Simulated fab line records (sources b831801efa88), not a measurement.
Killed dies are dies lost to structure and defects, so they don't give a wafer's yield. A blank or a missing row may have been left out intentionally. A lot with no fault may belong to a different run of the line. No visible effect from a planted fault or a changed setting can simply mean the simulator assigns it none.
Which of the tools did it? + flow sky130 + 31 wafers from 11 lots sampled at 6 of the route's 708 steps

WHAT EACH GAUGE READ, for each wafer
SKY_POLY_CUT_CD_MEAS_08 targets a cd of 270 nm.
| lot  | measured     | on       | cdNm (nm)         |
|------|--------------|----------|-------------------|
| L703 | day 24 01:49 | cdSem-01 | 269.0 269.2 269.8 |
| L705 | day 24 20:11 | cdSem-01 | 269.4 267.7 267.0 |
| L706 | day 25 08:24 | cdSem-02 | 269.5 270.2 269.7 |
| L710 | day 26 22:49 | cdSem-02 | 269.0 268.2 268.9 |
| L711 | day 27 18:26 | cdSem-02 | 269.7 269.9 270.6 |
| L712 | day 27 12:46 | cdSem-01 | 268.2 268.3 270.3 |
| L714 | day 28 18:36 | cdSem-02 | 269.2 266.9 267.0 |
| L715 | day 28 13:13 | cdSem-01 | 270.4 271.6 269.7 |
| L722 | day 31 00:28 | cdSem-01 | 269.4 269.4       |
| L724 | day 31 18:53 | cdSem-01 | 270.5 270.6       |
| L725 | day 32 14:55 | cdSem-02 | 267.3 267.1 268.3 |

SKY_SD_N_RS_MEAS_16: a four-point-probe measurement.
| lot  | measured     | on           | SD_N_RS (ohm/sq)  |
|------|--------------|--------------|-------------------|
| L703 | day 27 18:55 | filmMetro-01 | 68.65 68.45 68.62 |
| L705 | day 28 11:38 | filmMetro-04 | 68.62 68.68 68.49 |
| L706 | day 29 00:10 | filmMetro-01 | 68.48 68.56 68.64 |
| L710 | day 30 12:25 | filmMetro-01 | 68.61 68.57 68.47 |
| L711 | day 31 08:23 | filmMetro-01 | 68.62 68.59 68.50 |
| L712 | day 31 02:10 | filmMetro-04 | 68.68 68.76 68.59 |
| L714 | day 32 06:58 | filmMetro-04 | 68.57 68.51 68.60 |
| L715 | day 32 02:41 | filmMetro-03 | 68.71 68.52 68.65 |
| L722 | day 34 11:46 | filmMetro-01 | 70.08 70.26       |
| L724 | day 35 06:22 | filmMetro-01 | 70.18 70.14       |
| L725 | day 35 23:48 | filmMetro-04 | 68.45 68.44 68.59 |

SKY_VIA1_THK_MEAS_01.
| lot  | measured     | on           | VIA1_HDPCVD_THK (nm) |
|------|--------------|--------------|----------------------|
| L703 | day 32 19:31 | filmMetro-03 | 1046 1020 1036       |
| L705 | day 33 09:05 | filmMetro-04 | 1039 1024 1043       |
| L706 | day 33 21:52 | filmMetro-04 | 1036 1059 1073       |
| L710 | day 35 09:48 | filmMetro-01 | 1042 1058 1033       |
| L711 | day 36 03:31 | filmMetro-04 | 1054 1052 1046       |
| L712 | day 35 21:01 | filmMetro-01 | 1027 1033 1022       |
| L714 | day 37 00:59 | filmMetro-01 | 1036 1029 1029       |
| L715 | day 36 18:55 | filmMetro-03 | 1034 1025 1024       |
| L722 | day 39 03:00 | filmMetro-03 | 1017 1042            |
| L724 | day 39 21:14 | filmMetro-04 | 1030 1035            |
| L725 | day 40 12:55 | filmMetro-01 | 1033 1020 1023       |

WHICH TOOL RAN EACH LOT (tool, then ch and the chambers of the sampled wafers, then the start)
| lot  | SKY_FIELD_ISO_ETCH_17          | SKY_SD_N_IMPLANT_09             | SKY_SD_N_STRIP_11                   |
|------|--------------------------------|---------------------------------|-------------------------------------|
| L703 | rieSi-02 ch 2,3, day 2 05:17   | implanter-01 ch 0, day 27 18:14 | plasmaAsher-04 ch 0,1, day 27 18:32 |
| L705 | rieSi-02 ch 0,1,2, day 2 15:53 | implanter-01 ch 0, day 28 10:58 | plasmaAsher-03 ch 0,1, day 28 11:14 |
| L706 | rieSi-01 ch 0,3, day 2 21:23   | implanter-01 ch 0, day 28 23:29 | plasmaAsher-03 ch 1, day 28 23:46   |
| L710 | rieSi-01 ch 0,1,2, day 3 16:42 | implanter-02 ch 0, day 30 11:44 | plasmaAsher-03 ch 0,1, day 30 12:02 |
| L711 | rieSi-01 ch 1,2,3, day 4 00:50 | implanter-02 ch 0, day 31 07:42 | plasmaAsher-01 ch 0,1, day 31 07:59 |
| L712 | rieSi-02 ch 0,3, day 4 06:44   | implanter-03 ch 0, day 31 01:26 | plasmaAsher-04 ch 0,1, day 31 01:44 |
| L714 | rieSi-02 ch 0,1,3, day 4 17:39 | implanter-01 ch 0, day 32 06:17 | plasmaAsher-03 ch 1, day 32 06:35   |
| L715 | rieSi-01 ch 1,3, day 4 22:05   | implanter-02 ch 0, day 32 01:56 | plasmaAsher-03 ch 0,1, day 32 02:14 |
| L722 | rieSi-02 ch 0,1, day 6 11:03   | implanter-01 ch 0, day 34 11:05 | plasmaAsher-01 ch 0,1, day 34 11:23 |
| L724 | rieSi-02 ch 1,3, day 6 19:14   | implanter-01 ch 0, day 35 05:41 | plasmaAsher-01 ch 0, day 35 05:59   |
| L725 | rieSi-02 ch 0,3, day 6 23:54   | implanter-03 ch 0, day 35 23:07 | plasmaAsher-01 ch 1, day 35 23:25   |
- SKY_FIELD_ISO_ETCH_17: etches Si in HBr/Cl2/O2, target depth 342 nm, time 97.7 s.
- SKY_SD_N_IMPLANT_09
- SKY_SD_N_STRIP_11: strips in O2/N2.

WHAT THE TOOLS THEMSELVES READ (means of the sampled wafers that have a number; where no wafer has one, the mark that the record gives instead)
SKY_FIELD_ISO_ETCH_17.
| lot  | tool     | drypumpMotorCurrentA (A) | oesProductAu (a.u.) | throttleValvePct (%) |
|------|----------|--------------------------|---------------------|----------------------|
| L703 | rieSi-02 | 6.0                      | 1.010               | 25.651               |
| L705 | rieSi-02 | 5.8                      | 1.001               | 25.651               |
| L706 | rieSi-01 | 5.9                      | 0.993               | 25.667               |
| L710 | rieSi-01 | 5.5                      | 1.004               | 25.651               |
| L711 | rieSi-01 | 5.6                      | 1.003               | 25.657               |
| L712 | rieSi-02 | 6.0                      | 1.011               | 25.646               |
| L714 | rieSi-02 | 5.9                      | 1.003               | 25.659               |
| L715 | rieSi-01 | 6.1                      | 0.988               | 25.663               |
| L722 | rieSi-02 | 5.9                      | 0.994               | 25.662               |
| L724 | rieSi-02 | 5.9                      | 0.994               | 25.660               |
| L725 | rieSi-02 | 6.0                      | 1.007               | 25.661               |

SKY_SD_N_IMPLANT_09.
| lot  | tool         | beamEnergyKeV | beamOnS (s) | faradayCurrentUA |
|------|--------------|---------------|-------------|------------------|
| L703 | implanter-01 | 50.018        | 19.6        | 11202            |
| L705 | implanter-01 | 50.017        | 20.3        | 10833            |
| L706 | implanter-01 | 50.008        | 19.1        | 11488            |
| L710 | implanter-02 | 50.002        | 19.0        | 11558            |
| L711 | implanter-02 | 49.996        | 19.0        | 11561            |
| L712 | implanter-03 | 50.013        | 21.3        | 10345            |
| L714 | implanter-01 | 49.976        | 19.7        | 11108            |
| L715 | implanter-02 | 50.003        | 19.1        | 11455            |
| L722 | implanter-01 | 49.992        | 16.2        | 13506            |
| L724 | implanter-01 | 50.002        | 16.5        | 13295            |
| L725 | implanter-03 | 49.986        | 21.2        | 10361            |

SKY_SD_N_STRIP_11.
| lot  | tool           | drypumpMotorCurrentA (A) | oesProductAu (a.u.) | stripTimeToEndpointS (s) |
|------|----------------|--------------------------|---------------------|--------------------------|
| L703 | plasmaAsher-04 | 6.1                      | 0.528               | 22.59                    |
| L705 | plasmaAsher-03 | 6.1                      | 0.526               | 22.57                    |
| L706 | plasmaAsher-03 | 6.5                      | 0.519               | 22.56                    |
| L710 | plasmaAsher-03 | 6.3                      | 0.532               | 22.62                    |
| L711 | plasmaAsher-01 | 5.2                      | 0.530               | 22.59                    |
| L712 | plasmaAsher-04 | 6.0                      | 0.527               | 22.56                    |
| L714 | plasmaAsher-03 | 6.5                      | 0.522               | 22.53                    |
| L715 | plasmaAsher-03 | 6.1                      | 0.531               | 22.58                    |
| L722 | plasmaAsher-01 | 5.2                      | 0.533               | 21.89                    |
| L724 | plasmaAsher-01 | 5.2                      | 0.534               | 21.90                    |
| L725 | plasmaAsher-01 | 5.2                      | 0.528               | 22.56                    |

THE ANSWER, worked out from the rows above alone
Rule: what is usual is taken from the lots themselves. The widest of any qualifying gaps counts: lots, ordered by their means at a reading, are off when they make up no more than a third of the lots, leave a main group of 4 or more, and stand apart from it by 3 or more times the standard deviation of that group's means. Not used: any main group whose means are identical at the precision the tables above print for the reading. Also off: a lot with no number at a reading for which 4 or more lots have one. The other lots that the step has rows for count as sound. First the gauges in route order, then the tools' own readings, where a lot's mean is used as printed above. At the first step where some lot is off, the reading lying furthest off is the one used; lots without a number count as furthest.
Off: L722, L724, seen at SKY_SD_N_RS_MEAS_16 (SD_N_RS). Main group: mean 68.58 ohm/sq, sd 0.048.
If a tool, at a process step before that reading, ran all the lots that are off and no sound lot after the first of them, it fits. Not tried: the gauges at SKY_SD_N_RS_MEAS_16; whatever is off there is also off at SKY_SD_N_IMPLANT_09, on other tools, and gauge error can't account for it. One candidate fits, namely implanter-01 at SKY_SD_N_IMPLANT_09. Its last sound lot is L714 (day 32 06:17), its first lot that is off L722 (day 34 11:05): a fault that began between those two fits.
The tool's own readings at SKY_SD_N_IMPLANT_09 bear it out: on the lots that are off they differ by more than 5 times the standard deviation of the sound lots' means. faradayCurrentUA reads 13400 there against 11101 on the sound lots.

WHAT THE SIMULATOR PUT IN
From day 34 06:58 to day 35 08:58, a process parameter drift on implanter-01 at SKY_SD_N_IMPLANT_09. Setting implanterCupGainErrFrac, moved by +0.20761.
Struck lots among those shown: L722, L724. Same finding as the rule above.
